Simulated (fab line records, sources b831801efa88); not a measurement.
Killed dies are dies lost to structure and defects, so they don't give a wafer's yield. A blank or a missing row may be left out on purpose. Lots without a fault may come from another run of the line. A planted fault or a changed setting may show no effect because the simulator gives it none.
Chamber matching | flow sky130 | SKY_FIELD_ISO_ETCH_17 on rie_si-02: 4 sister chambers
The step etches Si in HBr/Cl2/O2, target depth 342 nm, time 97.7 s. 27 wafers are shown with their chamber, then 12 later ones without.

WAFERS WITH THEIR CHAMBER
wafer  | chamber | drypump_motor_current_A (A) | oes_product_au (a.u.) | throttle_valve_pct (%)
L077.2 | 2       | 4.9                         | 0.991                 | 25.667
L077.4 | 3       | 5.4                         | 0.999                 | 25.664
L077.5 | 1       | 5.9                         | 0.996                 | 25.662
L078.1 | 0       | 6.5                         | 1.009                 | 25.649
L078.2 | 1       | 5.9                         | 0.998                 | 25.667
L078.3 | 3       | 5.4                         | 1.001                 | 25.660
L080.2 | 0       | 6.5                         | 1.005                 | 25.665
L080.3 | 1       | 5.9                         | 1.001                 | 25.664
L080.6 | 0       | 6.5                         | 0.999                 | 25.660
L082.1 | 2       | 4.9                         | 1.001                 | 25.646
L082.3 | 0       | 6.5                         | 1.005                 | 25.666
L082.6 | 1       | 5.9                         | 1.002                 | 25.656
L083.2 | 0       | 6.6                         | 1.007                 | 25.645
L083.3 | 3       | 5.4                         | 1.002                 | 25.663
L083.4 | 2       | 4.9                         | 0.999                 | 25.674
L085.1 | 3       | 5.4                         | 1.007                 | 25.654
L085.2 | 2       | 4.9                         | 1.010                 | 25.656
L085.4 | 1       | 5.9                         | 1.007                 | 25.648
L086.3 | 2       | 4.8                         | 1.011                 | 25.654
L086.5 | 2       | 4.9                         | 1.010                 | 25.655
L086.6 | 1       | 5.9                         | 1.017                 | 25.656
L087.1 | 1       | 5.9                         | 1.011                 | 25.648
L087.2 | 3       | 5.4                         | 0.999                 | 25.646
L087.4 | 2       | 4.9                         | 1.018                 | 25.658
L088.2 | 0       | 6.6                         | 1.001                 | 25.646
L088.3 | 2       | 4.9                         | 1.010                 | 25.644
L088.6 | 3       | 5.4                         | 0.989                 | 25.661

SIGNATURES (means of the wafers above)
reading                 | chamber 0 | chamber 1 | chamber 2 | chamber 3 | scatter within a chamber
drypump_motor_current_A | 6.533     | 5.900     | 4.888     | 5.400     | 0.031
oes_product_au          | 1.00433   | 1.00457   | 1.00625   | 0.99950   | 0.00691
throttle_valve_pct      | 25.65517  | 25.65729  | 25.65675  | 25.65800  | 0.00867
Rule: a wafer's distance from a chamber is the root of the sum, over the readings, of the square of ((its reading less the chamber's mean) divided by the reading's scatter). The wafer belongs to the nearest chamber; if the next one is less than 2 further off, it can't be placed. The scatter: the root of (the sum of the squares of (reading less its chamber's mean) over the shown wafers, divided by (wafers less chambers)).

WAFERS WITHOUT THEIR CHAMBER
wafer  | drypump_motor_current_A (A) | oes_product_au (a.u.) | throttle_valve_pct (%)
L089.1 | 5.9                         | 1.021                 | 25.651
L089.4 | 5.4                         | 0.980                 | 25.670
L089.5 | 4.9                         | 1.014                 | 25.653
L090.1 | 5.9                         | 1.007                 | 25.672
L090.2 | 5.4                         | 0.988                 | 25.649
L090.6 | 4.9                         | 0.998                 | 25.665
L091.2 | 5.9                         | 1.019                 | 25.656
L091.3 | 4.9                         | 1.004                 | 25.661
L091.5 | 6.6                         | 1.000                 | 25.655
L097.2 | 4.9                         | 0.982                 | 25.663
L097.5 | 6.5                         | 0.994                 | 25.677
L097.6 | 5.9                         | 0.994                 | 25.660

WHICH CHAMBER EACH WENT THROUGH
wafer  | from the rows above | in truth
L089.1 | 1                   | 1
L089.4 | 3                   | 3
L089.5 | 2                   | 2
L090.1 | 1                   | 1
L090.2 | 3                   | 3
L090.6 | 2                   | 2
L091.2 | 1                   | 1
L091.3 | 2                   | 2
L091.5 | 0                   | 0
L097.2 | 2                   | 2
L097.5 | 0                   | 0
L097.6 | 1                   | 1
Placed correctly: 12 of 12. Can't be placed from these rows: 0. Placed wrongly: 0.
